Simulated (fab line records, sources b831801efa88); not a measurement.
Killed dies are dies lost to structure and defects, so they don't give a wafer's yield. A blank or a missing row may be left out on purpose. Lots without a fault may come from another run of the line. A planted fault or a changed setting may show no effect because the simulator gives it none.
Which tool did it? | flow sky130 | 13 lots, 38 wafers sampled, at 5 steps of a route of 708

WHAT THE GAUGES READ, wafer by wafer
SKY_SD_P_OVL_MEAS_08. Usual: SD_P_OVL -0.2 nm, standard deviation 1.5.
lot  | measured     | on         | SD_P_OVL (nm)  | flag
L744 | day 25 01:26 | overlay-02 | 1.9 -1.8 -0.9  |
L745 | day 25 20:20 | overlay-02 | -0.2 -0.6 0.3  |
L746 | day 26 13:41 | overlay-02 | 1.2 1.4 3.3    |
L747 | day 26 18:49 | overlay-02 | 0.3 -2.4 -2.2  |
L749 | day 27 10:38 | overlay-02 | -2.1 -3.9 -3.9 |
L750 | day 27 22:08 | overlay-02 | -1.2 -0.3 0.2  |
L751 | day 28 05:24 | overlay-01 | 1.5 1.5 1.4    |
L752 | day 28 12:53 | overlay-01 | 0.2 -0.5 0.6   |
L753 | day 28 16:02 | overlay-02 | -1.7 1.1 -1.9  |
L761 | day 31 14:47 | overlay-02 | -0.9 1.6       |
L763 | day 32 19:38 | overlay-02 | -0.1 -2.4 -2.2 |
L765 | day 32 23:02 | overlay-02 | 2.5 2.1 0.7    |
L767 | day 33 12:35 | overlay-01 | 0.0 0.0 0.0    |

SKY_RES_XHIGH_TW_MEAS_09. Usual: RES_XHIGH_TW 1628, standard deviation 25.
lot  | measured     | on            | RES_XHIGH_TW   | flag
L744 | day 26 06:31 | film_metro-02 | 1618 1621 1630 |
L745 | day 27 01:53 | film_metro-04 | 1593 1592 1599 |
L746 | day 27 18:56 | film_metro-01 | 1660 1653 1655 |
L747 | day 28 00:03 | film_metro-04 | 1615 1602 1608 |
L749 | day 28 15:32 | film_metro-02 | 1627 1621 1632 |
L750 | day 29 02:28 | film_metro-02 | 1619 1614 1632 |
L751 | day 29 09:50 | film_metro-01 | 1654 1663 1664 |
L752 | day 29 17:38 | film_metro-04 | 1612 1613 1605 |
L753 | day 29 20:44 | film_metro-01 | 1660 1664 1653 |
L761 | day 32 17:46 | film_metro-01 | 1641 1651      |
L763 | day 33 21:46 | film_metro-02 | 1617 1609 1615 |
L765 | day 34 01:56 | film_metro-04 | 1600 1604 1600 |
L767 | day 34 15:44 | film_metro-04 | 1608 1601 1602 |

SKY_SD_N_CD_MEAS_07: target cd 380 nm. Usual: cd_nm 380.5 nm, standard deviation 2.2.
lot  | measured     | on        | cd_nm (nm)        | flag
L744 | day 27 10:56 | cd_sem-01 | 377.8 377.7 377.7 |
L745 | day 28 06:17 | cd_sem-02 | 381.8 383.0 383.3 |
L746 | day 28 22:32 | cd_sem-01 | 382.1 380.6 382.0 |
L747 | day 29 04:44 | cd_sem-02 | 381.8 381.9 381.1 |
L749 | day 29 18:55 | cd_sem-02 | 381.4 381.1 382.0 |
L750 | day 30 06:44 | cd_sem-02 | 382.0 382.9 385.3 |
L751 | day 30 12:09 | cd_sem-02 | 377.5 375.0 377.1 |
L752 | day 30 19:31 | cd_sem-02 | 379.4 379.7 381.1 |
L753 | day 30 21:56 | cd_sem-01 | 379.0 380.9 380.2 |
L761 | day 33 19:40 | cd_sem-02 | 226.8 379.3       | OFF
L763 | day 35 00:52 | cd_sem-01 | 379.5 378.9 379.8 |
L765 | day 35 04:42 | cd_sem-02 | 382.5 382.2 383.1 |
L767 | day 35 18:24 | cd_sem-02 | 384.5 383.8 382.2 |

SKY_LI_CONTACT_BOW_MEAS_03. Usual: LI_CONTACT_BOW 54 um, standard deviation 7.4.
lot  | measured     | on            | LI_CONTACT_BOW (um) | flag
L744 | day 27 12:37 | film_metro-04 | 63 56 52            |
L745 | day 28 07:57 | film_metro-01 | 46 41 49            |
L746 | day 29 00:13 | film_metro-02 | 46 54 46            |
L747 | day 29 06:25 | film_metro-01 | 57 53 61            |
L749 | day 29 20:36 | film_metro-02 | 69 64 59            |
L750 | day 30 08:29 | film_metro-01 | 48 67 57            |
L751 | day 30 13:50 | film_metro-02 | 53 49 52            |
L752 | day 30 21:11 | film_metro-01 | 71 54 53            |
L753 | day 30 23:37 | film_metro-01 | 54 58 38            |
L761 | day 33 21:37 | film_metro-04 | 61 67               |
L763 | day 35 02:33 | film_metro-04 | 50 56 36            |
L765 | day 35 06:23 | film_metro-02 | 71 46 61            |
L767 | day 35 20:05 | film_metro-02 | 50 57 63            |

WHICH TOOL RAN EACH LOT (tool, then ch and the chambers of the sampled wafers, then the start)
lot  | SKY_SD_N_DEVELOP_06
L744 | litho_track-03 ch 0, day 27 10:47
L745 | litho_track-04 ch 0, day 28 06:08
L746 | litho_track-03 ch 0, day 28 22:23
L747 | litho_track-03 ch 0, day 29 04:37
L749 | litho_track-02 ch 0, day 29 18:46
L750 | litho_track-03 ch 0, day 30 06:32
L751 | litho_track-03 ch 0, day 30 12:01
L752 | litho_track-04 ch 0, day 30 19:22
L753 | litho_track-04 ch 0, day 30 21:47
L761 | litho_track-04 ch 0, day 33 19:31
L763 | litho_track-02 ch 0, day 35 00:43
L765 | litho_track-03 ch 0, day 35 04:34
L767 | litho_track-03 ch 0, day 35 18:16
- SKY_SD_N_DEVELOP_06: develop time 60 s.

WHAT THE TOOLS THEMSELVES READ (means of the sampled wafers that have a number; where no wafer has one, the mark that the record gives instead)
SKY_SD_N_DEVELOP_06. Usual: exhaust_pa 44.9 Pa, standard deviation 0.75.
lot  | tool           | exhaust_pa (Pa) | flag
L744 | litho_track-03 | 45.2            |
L745 | litho_track-04 | 45.2            |
L746 | litho_track-03 | 44.1            |
L747 | litho_track-03 | 45.3            |
L749 | litho_track-02 | 44.3            |
L750 | litho_track-03 | 44.8            |
L751 | litho_track-03 | 43.5            |
L752 | litho_track-04 | 44.8            |
L753 | litho_track-04 | 44.6            |
L761 | litho_track-04 | 45.0            |
L763 | litho_track-02 | 44.0            |
L765 | litho_track-03 | 45.1            |
L767 | litho_track-03 | 43.9            |

THE ANSWER, worked out from the rows above alone
Rule: a lot is off if the mean of its wafers that have a number lies more than 3 standard deviations from the usual mean. A lot without any number at a reading at which 4 lots or more have one is off too. The other lots that the step has rows for count as sound. The gauges are gone through in route order, then the tools' own readings, and for those a lot's mean is taken as printed above. The first step at which some lot is off is used, and at that step the reading that is off furthest; a lot without a number counts as furthest.
Off: L761, at SKY_SD_N_CD_MEAS_07 (cd_nm).
A tool fits if, at a process step before that reading, it ran every lot that is off, and no sound lot after the first of them. The gauges at SKY_SD_N_CD_MEAS_07 are tried like those tools. One fits: litho_track-04 at SKY_SD_N_DEVELOP_06. Its last sound lot is L753 (day 30 21:47), its first lot that is off L761 (day 33 19:31): a fault that began between those two fits.

WHAT THE SIMULATOR HAD PUT IN
Process parameter drift: litho_track-04, from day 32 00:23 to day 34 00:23, at SKY_SD_N_DEVELOP_06. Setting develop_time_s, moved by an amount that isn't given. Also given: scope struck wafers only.
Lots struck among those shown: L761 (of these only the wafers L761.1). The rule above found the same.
